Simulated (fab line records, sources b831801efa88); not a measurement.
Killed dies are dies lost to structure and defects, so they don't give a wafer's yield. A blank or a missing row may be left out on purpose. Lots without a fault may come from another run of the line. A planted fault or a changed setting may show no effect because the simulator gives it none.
Which tool did it? | flow sky130 | 6 lots, 18 wafers sampled, at 1 step of a route of 708

WHAT THE GAUGES READ, wafer by wafer
SKY_VT_ADJUST_NCORE_CD_MEAS_07: target cd 380 nm.
lot  | measured     | on        | cd_nm (nm)
L903 | day 8 17:26  | cd_sem-01 | 378.3 379.7 381.5
L907 | day 10 03:58 | cd_sem-01 | 384.1 383.4 382.4
L910 | day 11 01:28 | cd_sem-02 | 376.9 374.6 376.6
L920 | day 13 22:25 | cd_sem-01 | 378.1 379.7 377.0
L921 | day 14 04:31 | cd_sem-02 | 379.7 380.2 377.8
L923 | day 14 15:16 | cd_sem-02 | 383.8 385.9 383.9

WHICH TOOL RAN EACH LOT (tool, then ch and the chambers of the sampled wafers, then the start)
The record holds no process step before these readings.

THE ANSWER, worked out from the rows above alone
Rule: what is usual is taken from the lots themselves. Put in order of their means at a reading, lots are off if they are a third of the lots or fewer, leave a main group of 4 or more, and stand apart from it by a gap of 3 or more times the standard deviation of the main group's means; of several such gaps the widest counts. A main group whose means are all the same, to the digits that the tables above print for the reading, isn't used. A lot without any number at a reading at which 4 lots or more have one is off too. The other lots that the step has rows for count as sound.
No lot is off at any reading shown: from this, nothing can be told.

WHAT THE SIMULATOR HAD PUT IN
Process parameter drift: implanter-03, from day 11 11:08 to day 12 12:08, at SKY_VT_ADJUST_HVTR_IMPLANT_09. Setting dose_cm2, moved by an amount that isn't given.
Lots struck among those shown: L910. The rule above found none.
